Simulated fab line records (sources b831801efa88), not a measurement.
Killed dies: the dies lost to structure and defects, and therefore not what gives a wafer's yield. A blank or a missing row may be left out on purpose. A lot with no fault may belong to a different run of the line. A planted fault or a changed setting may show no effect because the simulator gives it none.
Which tool is to blame? -- flow sky130 -- 14 lots, 42 wafers sampled, at 5 steps of a route of 708

## WHAT EACH GAUGE READ, for each wafer
SKY_LDD_HVN_OVL_MEAS_07.
lot,measured,on,LDD_HVN_OVL (nm)
L784,day 20 15:07,overlay-01,2.5 2.0 2.4
L785,day 20 18:39,overlay-01,-0.5 1.0 0.9
L786,day 20 18:58,overlay-01,0.3 1.8 -0.8
L789,day 22 13:42,overlay-02,-0.1 1.4 2.3
L791,day 22 18:30,overlay-02,1.2 -0.8 0.7
L792,day 23 10:27,overlay-02,-0.1 1.0 -2.6
L795,day 24 01:57,overlay-01,3.7 2.5 4.0
L794,day 24 02:15,overlay-02,4.1 1.6 2.0
L796,day 24 12:43,overlay-01,-0.3 0.1 -0.4
L797,day 24 22:48,overlay-01,0.1 1.7 -0.1
L798,day 25 01:40,overlay-01,0.2 1.3 1.4
L805,day 27 19:04,overlay-02,0.3 -1.5 -0.9
L806,day 28 03:01,overlay-01,1.5 0.0 0.9
L807,day 28 09:55,overlay-01,-1.1 -0.9 1.6

SKY_LDD_HVP_TW_MEAS_10.
lot,measured,on,LDD_HVP_TW
L784,day 21 22:07,filmMetro-04,459.6 460.6 459.6
L785,day 22 02:16,filmMetro-03,459.2 460.1 457.2
L786,day 22 02:25,filmMetro-02,455.2 457.2 454.8
L789,day 23 19:55,filmMetro-04,458.3 455.0 458.2
L791,day 24 00:29,filmMetro-02,455.2 454.1 454.5
L792,day 24 16:37,filmMetro-03,459.1 460.0 456.4
L795,day 25 07:37,filmMetro-03,459.0 457.2 457.8
L794,day 25 07:55,filmMetro-02,454.1 454.5 457.0
L796,day 25 18:29,filmMetro-03,458.0 457.3 456.0
L797,day 26 05:14,filmMetro-02,460.0 460.5 457.1
L798,day 26 07:28,filmMetro-04,459.3 461.4 459.5
L805,day 28 23:58,filmMetro-04,460.9 462.9 459.1
L806,day 29 07:19,filmMetro-02,452.9 455.4 456.0
L807,day 29 15:05,filmMetro-03,459.7 459.9 460.3

SKY_SD_N_TW_MEAS_12.
lot,measured,on,SD_N_TW
L784,day 28 04:24,filmMetro-02,3991 3995 3979
L785,day 28 08:39,filmMetro-03,3992 3999 4000
L786,day 28 10:10,filmMetro-03,3996 4001 4011
L789,day 29 23:47,filmMetro-01,3951 3943 3940
L791,day 30 04:36,filmMetro-03,4019 4022 4008
L792,day 30 17:50,filmMetro-03,4018 3993 4011
L795,day 31 08:54,filmMetro-02,3973 3992 3975
L794,day 31 09:21,filmMetro-02,3960 3962 3976
L796,day 31 17:04,filmMetro-02,4007 3988 3960
L797,day 32 03:26,filmMetro-03,30 30 30
L798,day 32 06:57,filmMetro-02,30 30 30
L805,day 34 21:18,filmMetro-03,3974 3959 3969
L806,day 35 01:14,filmMetro-02,3972 3974 3975
L807,day 35 09:10,filmMetro-02,3999 3972 3979

## WHAT TOOL EACH LOT RAN ON (gives the tool, then ch and the chambers of the sampled wafers, and finally the start)
lot,SKY_RES_XHIGH_STRIP_08,SKY_SD_N_STRIP_11
L784,"plasmaAsher-03 ch 0,1, day 26 23:33","plasmaAsher-01 ch 0,1, day 28 04:18"
L785,"plasmaAsher-04 ch 0,1, day 27 03:24","plasmaAsher-04 ch 0,1, day 28 08:33"
L786,"plasmaAsher-02 ch 0,1, day 27 04:39","plasmaAsher-04 ch 0,1, day 28 10:03"
L789,"plasmaAsher-03 ch 0,1, day 28 18:41","plasmaAsher-04 ch 0,1, day 29 23:41"
L791,"plasmaAsher-04 ch 0,1, day 28 23:44","plasmaAsher-02 ch 0,1, day 30 04:30"
L792,"plasmaAsher-02 ch 0,1, day 29 13:48","plasmaAsher-02 ch 0,1, day 30 17:44"
L795,"plasmaAsher-02 ch 0,1, day 30 05:24","plasmaAsher-02 ch 0,1, day 31 08:48"
L794,"plasmaAsher-04 ch 0,1, day 30 05:55","plasmaAsher-04 ch 0,1, day 31 09:15"
L796,"plasmaAsher-02 ch 0,1, day 30 13:21","plasmaAsher-04 ch 0,1, day 31 16:59"
L797,"plasmaAsher-03 ch 0,1, day 30 23:27","plasmaAsher-04 ch 0,1, day 32 03:20"
L798,"plasmaAsher-02 ch 0,1, day 31 03:24","plasmaAsher-01 ch 0,1, day 32 06:51"
L805,"plasmaAsher-03 ch 0,1, day 33 18:30","plasmaAsher-01 ch 0,1, day 34 21:12"
L806,"plasmaAsher-04 ch 0,1, day 33 22:47","plasmaAsher-01 ch 0,1, day 35 01:08"
L807,"plasmaAsher-04 ch 0,1, day 34 06:30","plasmaAsher-02 ch 0,1, day 35 09:05"
- SKY_RES_XHIGH_STRIP_08: strips in O2/N2.
- SKY_SD_N_STRIP_11: strips in O2/N2.

## WHAT THE TOOLS THEMSELVES READ (means of the sampled wafers that have a number; where no wafer has one, the mark that the record gives instead)
SKY_RES_XHIGH_STRIP_08.
lot,tool,chamberPressureMTorr (mTorr),drypumpMotorCurrentA (A),oesProductAu (a.u.),stripTimeToEndpointS (s)
L784,plasmaAsher-03,1501.1,6.20,0.711,14.24
L785,plasmaAsher-04,1499.8,6.03,0.715,14.24
L786,plasmaAsher-02,1499.6,6.03,0.709,14.31
L789,plasmaAsher-03,1501.3,6.21,0.714,14.31
L791,plasmaAsher-04,1500.2,6.18,0.712,14.21
L792,plasmaAsher-02,1500.1,6.12,0.712,14.22
L795,plasmaAsher-02,1498.3,6.02,0.711,14.27
L794,plasmaAsher-04,1499.1,6.05,0.708,14.34
L796,plasmaAsher-02,1498.5,6.10,0.712,14.25
L797,plasmaAsher-03,-,-,-,-
L798,plasmaAsher-02,-,-,-,-
L805,plasmaAsher-03,1500.6,6.34,0.712,14.31
L806,plasmaAsher-04,1499.7,6.04,0.705,14.25
L807,plasmaAsher-04,1498.5,6.03,0.705,14.25

SKY_SD_N_STRIP_11.
lot,tool,chamberPressureMTorr (mTorr),drypumpMotorCurrentA (A),oesProductAu (a.u.),stripTimeToEndpointS (s)
L784,plasmaAsher-01,1499.0,5.4,0.531,22.47
L785,plasmaAsher-04,1500.5,6.0,0.526,22.55
L786,plasmaAsher-04,1500.5,6.2,0.527,22.49
L789,plasmaAsher-04,1500.1,6.2,0.531,22.61
L791,plasmaAsher-02,1499.4,6.1,0.519,22.46
L792,plasmaAsher-02,1500.1,6.1,0.527,22.65
L795,plasmaAsher-02,1501.8,6.1,0.524,22.59
L794,plasmaAsher-04,1499.6,6.0,0.527,22.54
L796,plasmaAsher-04,1499.0,6.2,0.531,22.53
L797,plasmaAsher-04,1499.3,6.0,0.616,39.44
L798,plasmaAsher-01,1500.6,5.7,0.613,39.40
L805,plasmaAsher-01,1500.1,5.4,0.528,22.50
L806,plasmaAsher-01,1500.3,5.4,0.529,22.58
L807,plasmaAsher-02,1500.2,6.1,0.524,22.55

## THE ANSWER, worked out from the rows above alone
Rule: what is usual is taken from the lots themselves. Put in order of their means at a reading, lots are off if they are a third of the lots or fewer, leave a main group of 4 or more, and stand apart from it by a gap of 3 or more times the standard deviation of the main group's means; of several such gaps the widest counts. A main group is skipped when, at the precision printed for the reading in the tables above, its means are all equal. A lot without any number at a reading at which 4 lots or more have one is off too. The other lots that the step has rows for count as sound. Order of review: gauges by route order, followed by the tools' own readings, for which a lot's mean as printed above is used. The first step at which some lot is off is used, and at that step the reading that is off furthest; a lot without a number counts as furthest.
Off: L797, L798, seen at SKY_SD_N_TW_MEAS_12 (SD_N_TW). The main group: mean 3984, standard deviation 19.
If a tool, at a process step before that reading, ran all the lots that are off and no sound lot after the first of them, it fits. Not tried: the gauges at SKY_SD_N_TW_MEAS_12; whatever is off there is also off at SKY_RES_XHIGH_STRIP_08, on other tools, and gauge error can't account for it. None of those tried fits.

## WHAT THE SIMULATOR PUT IN
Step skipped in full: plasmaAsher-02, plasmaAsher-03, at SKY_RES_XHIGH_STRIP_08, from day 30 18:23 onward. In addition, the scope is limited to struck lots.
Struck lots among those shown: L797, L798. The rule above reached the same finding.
